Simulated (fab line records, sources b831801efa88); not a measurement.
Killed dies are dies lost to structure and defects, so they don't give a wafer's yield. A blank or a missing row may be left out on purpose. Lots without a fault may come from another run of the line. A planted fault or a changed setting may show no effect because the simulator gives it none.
fab line records | flow gf180mcu
record lots=12 wafers=36 last_day=34
route steps=602 shown NWELL@53 VT_IMPLANT@122 POLY_GATE@157 HV_LDD@198
lots that met no fault: from a run of the same line without faults
start_h: hours from the record's first day to the start of the lot's first wafer shown | wait_h: hours since the lot's step before | " the same as in the row above | L1.1+2: a row that stands for several wafers | - no value, or no start given | * or withheld: withheld | < > ~ a bound
route shown NAME@n: a module of which the file shows steps, and the number in the route of the first | usual: mean/standard deviation of fault-free wafers | same: alike in all rows | chamber/n: place in a boat | sites: the reading at each site | _std_site: their standard deviation | _edge_site: outer sites' mean less inner sites' | radius_mm: how far each site lies from the wafer's centre | mask NAME#n: copy n | behind: the tool/chamber that last shaped the wafer | hold: why the lot was held/for how many hours/how that ended | device: the transistor (n, p or np) that didn't switch | end of line: the same wafers' tests at the end of the route | a step without rows: its recipe alone | killed: dies lost to structure and defects at the first sort, not the wafer's yield | map: a wafer's dies, x killed, . not, _ none there
set.NAME: the setting as run; set.NAME@STEP: as run at that earlier step | model.NAME: the simulator's own value behind a step, which no gauge read
steps of the route over a sample of lots; a table a step, a row a wafer
services: from which hour (start_h, from the record's first day; less than 0 if before it) a tool's chamber was out of use, for how many hours, and why
## steps
# step GF_NWELL_TW_MEAS_11
# usual NWELL_TW=1586/8
# columns lot.wafer tool chamber start_h wait_h NWELL_TW
L345.1 film_metro-01 - 66.51 0.1 1581
L345.3 " - " " 1584
L345.5 " - " " 1585
L347.2 film_metro-03 - 78.52 0.1 1598
L347.3 " - " " 1594
L347.4 " - " " 1603
L348.1 film_metro-01 - 83.40 0.1 1601
L348.4 " - " " 1587
L348.6 " - " " 1593
L349.3 film_metro-01 - 87.58 0.1 1585
L349.4 " - " " 1588
L349.6 " - " " 1589
L350.2 film_metro-02 - 94.27 0.1 1596
L350.3 " - " " 1591
L350.5 " - " " 1596
L351.3 film_metro-01 - 101.32 0.1 1587
L351.4 " - " " 1586
L351.6 " - " " 1584
L352.1 film_metro-03 - 104.51 0.1 1585
L352.5 " - " " 1584
L352.6 " - " " 1592
L354.1 film_metro-02 - 115.40 0.1 1583
L354.4 " - " " 1584
L354.6 " - " " 1586
L359.3 film_metro-02 - 143.13 0.1 1580
L359.4 " - " " 1597
L359.6 " - " " 1588
L363.1 film_metro-02 - 164.69 0.1 1588
L363.2 " - " " 1588
L363.4 " - " " 1593
L364.1 film_metro-01 - 170.89 0.1 1592
L364.3 " - " " 1580
L364.5 " - " " 1581
L365.1 film_metro-01 - 176.71 0.1 1573
L365.2 " - " " 1582
L365.6 " - " " 1578
# step GF_VT_IMPLANT_TW_MEAS_32
# usual VT_IMPLANT_3_TW=267/4.4
# columns lot.wafer tool chamber start_h wait_h VT_IMPLANT_3_TW
L345.1 film_metro-04 - 154.01 0.1 263
L345.3 " - " " 262
L345.5 " - " " 264
L347.2 film_metro-03 - 169.02 0.1 272
L347.3 " - " " 272
L347.4 " - " " 273
L348.1 film_metro-04 - 174.66 0.1 263
L348.4 " - " " 261
L348.6 " - " " 262
L349.3 film_metro-03 - 180.36 0.1 274
L349.4 " - " " 273
L349.6 " - " " 272
L350.2 film_metro-04 - 188.32 0.1 262
L350.3 " - " " 264
L350.5 " - " " 263
L351.3 film_metro-03 - 194.31 0.1 274
L351.4 " - " " 272
L351.6 " - " " 271
L352.1 film_metro-03 - 200.21 0.1 273
L352.5 " - " " 273
L352.6 " - " " 273
L354.1 film_metro-04 - 213.41 0.1 263
L354.4 " - " " 263
L354.6 " - " " 263
L359.3 film_metro-03 - 245.91 0.1 271
L359.4 " - " " 271
L359.6 " - " " 271
L363.1 film_metro-04 - 271.89 0.1 268
L363.2 " - " " 266
L363.4 " - " " 266
L364.1 film_metro-03 - 279.91 0.1 271
L364.3 " - " " 271
L364.5 " - " " 272
L365.1 film_metro-02 - 285.94 0.1 274
L365.2 " - " " 272
L365.6 " - " " 274
# step GF_POLY_GATE_CVD_00
# recipe material=poly-Si target_thk_nm=200 temp_c=620 time_s=1200 pressure_mtorr=200
# usual spike_tc_centre_C=620.7/1.4 spike_tc_lower_C=621.0/1.3 spike_tc_top_C=638.1/1.5 spike_tc_upper_C=619.7/1.2 susceptor_temp_C=620.0/0.31 zone_power_centre_pct=8.5/0.57
# same time_s=1200
# columns lot.wafer tool chamber start_h wait_h spike_tc_centre_C spike_tc_lower_C spike_tc_top_C spike_tc_upper_C susceptor_temp_C zone_power_centre_pct
L345.1 lpcvd-01 0 191.72 0.0 619.0 619.6 640.6 621.2 619.7 8.1
L345.3 " 0 " " 619.6 619.7 638.9 617.9 619.9 8.0
L345.5 " 0 " " 620.9 617.6 640.8 620.6 620.1 8.0
L347.2 lpcvd-01 1 211.58 0.0 622.5 623.0 638.0 618.5 619.9 9.2
L347.3 " 1 " " 622.8 621.4 636.0 620.4 619.6 9.1
L347.4 " 1 " " 623.2 619.7 635.8 618.8 619.6 9.2
L348.1 lpcvd-02 1 214.64 0.0 621.1 620.0 637.4 620.1 619.9 9.4
L348.4 " 1 " " 621.3 622.5 639.5 619.7 620.4 9.1
L348.6 " 1 " " 620.0 620.5 637.4 620.3 620.0 9.3
L349.3 lpcvd-01 0 220.16 0.0 618.7 619.5 639.8 619.9 620.3 8.0
L349.4 " 0 " " 618.8 618.7 637.3 621.7 620.1 8.2
L349.6 " 0 " " 617.6 619.3 638.9 619.5 619.9 8.0
L350.2 lpcvd-01 0 230.94 0.0 619.3 619.2 638.3 618.6 619.8 7.9
L350.3 " 0 " " 619.0 619.8 640.1 618.9 619.8 7.9
L350.5 " 0 " " 622.9 617.8 639.1 619.5 619.7 8.1
L351.3 lpcvd-02 1 235.83 0.0 620.5 622.1 637.4 620.1 620.0 9.1
L351.4 " 1 " " 619.6 621.5 637.3 621.6 620.3 9.4
L351.6 " 1 " " 619.9 623.3 636.9 621.4 620.3 9.5
L352.1 lpcvd-01 0 241.15 0.0 618.5 620.7 637.3 619.6 619.7 8.1
L352.5 " 0 " " 619.3 619.4 641.0 620.0 620.1 8.0
L352.6 " 0 " " 619.7 619.9 638.8 620.3 620.1 7.9
L354.1 lpcvd-02 1 253.48 0.0 622.5 621.0 636.4 620.2 619.8 9.1
L354.4 " 1 " " 621.2 623.0 639.2 620.6 619.9 9.1
L354.6 " 1 " " 621.9 622.6 639.6 621.4 619.8 9.4
L359.3 lpcvd-01 1 289.24 0.3 631.8 629.4 644.2 628.4 628.7 9.5
L359.4 " 1 " " 630.1 630.5 643.4 627.2 628.8 9.6
L359.6 " 1 " " 631.5 630.6 644.3 628.4 629.0 9.4
L363.1 lpcvd-02 0 316.14 0.0 623.3 621.7 638.2 620.0 620.0 7.9
L363.2 " 0 " " 620.4 621.3 637.8 617.7 620.1 8.1
L363.4 " 0 " " 621.2 621.9 638.5 619.2 619.6 8.2
L364.1 lpcvd-02 1 326.21 0.0 620.5 622.5 636.6 621.4 619.7 9.1
L364.3 " 1 " " 621.3 622.3 638.1 619.0 619.9 9.2
L364.5 " 1 " " 621.4 622.2 638.0 621.3 619.6 9.2
L365.1 lpcvd-02 0 331.15 0.0 620.5 620.1 638.8 620.0 619.4 8.0
L365.2 " 0 " " 621.1 623.0 637.1 620.0 620.3 8.0
L365.6 " 0 " " 623.1 621.8 638.0 618.2 619.8 8.1
# step GF_POLY_GATE_THK_MEAS_01
# recipe reads=poly-Si_of_POLY_GATE_CVD_00
# usual POLY_GATE_CVD_00_THK=200.7/1.7
# columns lot.wafer tool chamber start_h wait_h POLY_GATE_CVD_00_THK[nm]
L345.1 film_metro-01 - 193.05 0.0 200.7
L345.3 " - " " 202.0
L345.5 " - " " 202.6
L347.2 film_metro-01 - 212.92 0.0 200.9
L347.3 " - " " 199.8
L347.4 " - " " 199.9
L348.1 film_metro-03 - 215.97 0.0 204.3
L348.4 " - " " 204.9
L348.6 " - " " 203.2
L349.3 film_metro-03 - 221.51 0.0 200.5
L349.4 " - " " 200.9
L349.6 " - " " 202.9
L350.2 film_metro-03 - 232.28 0.0 200.4
L350.3 " - " " 200.9
L350.5 " - " " 201.0
L351.3 film_metro-03 - 237.18 0.0 203.6
L351.4 " - " " 203.8
L351.6 " - " " 203.1
L352.1 film_metro-03 - 242.48 0.0 199.8
L352.5 " - " " 199.3
L352.6 " - " " 198.4
L354.1 film_metro-04 - 254.81 0.0 202.3
L354.4 " - " " 201.2
L354.6 " - " " 201.9
L359.3 film_metro-04 - 290.60 0.0 247.2
L359.4 " - " " 248.1
L359.6 " - " " 247.5
L363.1 film_metro-03 - 317.48 0.0 198.8
L363.2 " - " " 200.1
L363.4 " - " " 200.2
L364.1 film_metro-01 - 327.54 0.0 201.0
L364.3 " - " " 201.3
L364.5 " - " " 200.0
L365.1 film_metro-01 - 332.48 0.0 196.2
L365.2 " - " " 198.4
L365.6 " - " " 197.6
# step GF_HV_LDD_STRIP_22
# recipe chemistry=O2/N2 power_w=1400 pressure_mtorr=1500 platen_temp_c=250 o2_flow_sccm=3000 n2_flow_sccm=300 overash_fraction=0.5
# usual chamber_pressure_mTorr=1500.0/1.4 drypump_motor_current_A=5.6/0.37 heater_power_w=303/14 n2_flow_sccm=299.9/0.82 oes_product_au=0.716/0.0046 strip_time_to_endpoint_s=12.65/0.037
# columns lot.wafer tool chamber start_h wait_h chamber_pressure_mTorr drypump_motor_current_A heater_power_w n2_flow_sccm oes_product_au rf_hours_counter_h strip_time_to_endpoint_s
L345.1 plasma_asher-03 1 249.28 0.1 1500.8 5.5 318 300.5 0.721 62 12.71
L345.3 " 0 " " 1498.8 5.9 303 300.1 0.716 - 12.67
L345.5 " 1 " " 1500.4 5.5 328 299.0 0.714 - 12.69
L347.2 plasma_asher-04 0 268.23 0.1 1501.6 4.9 318 299.2 0.717 51 12.73
L347.3 " 0 " " 1501.0 4.9 327 299.9 0.719 - 12.70
L347.4 " 1 " " 1496.8 5.7 304 300.2 0.715 - 12.69
L348.1 plasma_asher-02 0 274.58 0.1 1500.5 5.4 286 300.8 0.717 14 12.68
L348.4 " 1 " " 1498.9 6.1 289 298.5 0.712 - 12.72
L348.6 " 1 " " 1497.9 6.1 294 300.4 0.702 - 12.71
L349.3 plasma_asher-02 1 280.98 0.1 1503.6 6.1 300 299.8 0.721 - 12.68
L349.4 " 0 " " 1498.6 5.4 297 299.2 0.709 - 12.66
L349.6 " 0 " " 1498.2 5.4 280 298.1 0.721 - 12.65
L350.2 plasma_asher-02 0 292.48 0.1 1499.6 5.3 287 300.6 0.713 16 12.63
L350.3 " 0 " " 1500.4 5.3 289 299.7 0.709 - 12.63
L350.5 " 1 " " 1498.2 6.1 285 300.6 0.712 - 12.63
L351.3 plasma_asher-03 1 297.46 0.1 1499.5 5.5 318 299.8 0.707 - 12.66
L351.4 " 0 " " 1499.4 5.9 300 299.5 0.723 - 12.62
L351.6 " 1 " " 1501.7 5.5 312 300.5 0.715 - 12.65
L352.1 plasma_asher-04 1 302.98 0.1 1497.8 5.7 300 298.3 0.718 55 12.65
L352.5 " 1 " " 1498.4 5.7 294 300.3 0.718 - 12.61
L352.6 " 0 " " 1500.0 4.9 319 299.0 0.711 - 12.64
L354.1 plasma_asher-03 1 316.73 0.1 1500.9 5.5 321 301.1 0.712 69 12.66
L354.4 " 1 " " 1500.2 5.5 323 299.1 0.720 - 12.62
L354.6 " 1 " " 1501.6 5.5 318 300.0 0.712 - 12.68
L359.3 plasma_asher-04 0 355.53 0.1 1499.0 4.9 327 299.3 0.714 - 12.69
L359.4 " 1 " " 1499.0 5.7 301 299.9 0.715 - 12.66
L359.6 " 1 " " 1502.1 5.8 293 299.5 0.720 - 12.70
L363.1 plasma_asher-03 1 385.02 0.1 1501.0 5.5 314 299.0 0.721 77 12.61
L363.2 " 0 " " 1499.1 5.9 296 300.4 0.708 77 12.63
L363.4 " 0 " " 1497.5 5.9 302 300.4 0.714 - 12.60
L364.1 plasma_asher-03 1 396.05 0.1 1499.0 5.5 317 300.7 0.709 78 12.65
L364.3 " 1 " " 1499.4 5.5 310 299.8 0.716 - 12.68
L364.5 " 1 " " 1502.1 5.5 319 299.8 0.715 - 12.62
L365.1 plasma_asher-03 0 401.98 0.1 1502.6 5.9 295 299.0 0.716 79 12.65
L365.2 " 1 " " 1499.5 5.5 315 300.2 0.714 79 12.60
L365.6 " 0 " " 1501.5 5.9 295 299.5 0.716 - 12.65
## services
# columns tool chamber start_h hours kind
plasma_asher-02 - 247.42 14.6 pm
plasma_asher-02 - 302.00 1.4 repair
lpcvd-01 - 350.07 2.8 pm
## key
first_sign step=GF_POLY_GATE_CVD_00 reading=susceptor_temp_C direction=up sigmas=28 usual=* struck=*
effect step=GF_POLY_GATE_CVD_00 reading=spike_tc_centre_C direction=up sigmas=7.3 usual=620.7 struck=631.1
effect step=GF_POLY_GATE_THK_MEAS_01 reading=POLY_GATE_CVD_00_THK direction=up sigmas=27 usual=200.7 struck=247.6
met_at GF_POLY_GATE_CVD_00
struck_lots L359
struck_wafers L359.3,L359.4,L359.6
tester_left_out L359
not_acting_at GF_NWELL_TW_MEAS_11,GF_VT_IMPLANT_TW_MEAS_32,GF_HV_LDD_STRIP_22
onset_between 211.58 289.24
fault kind=process_parameter_drift tool=lpcvd-01 chamber=1 onset_h=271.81 steps=GF_POLY_GATE_CVD_00 channel=temp_c offset=* shape=step end_h=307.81 acts_in=* stated=*
# tester_left_out: of these lots the tester's yield and bins aren't shown, on N5 and GAA mostly nor the transistor test; their killed dies are dies lost to structure and defects alone, not to doping, threshold or leakage, so they don't give the yield
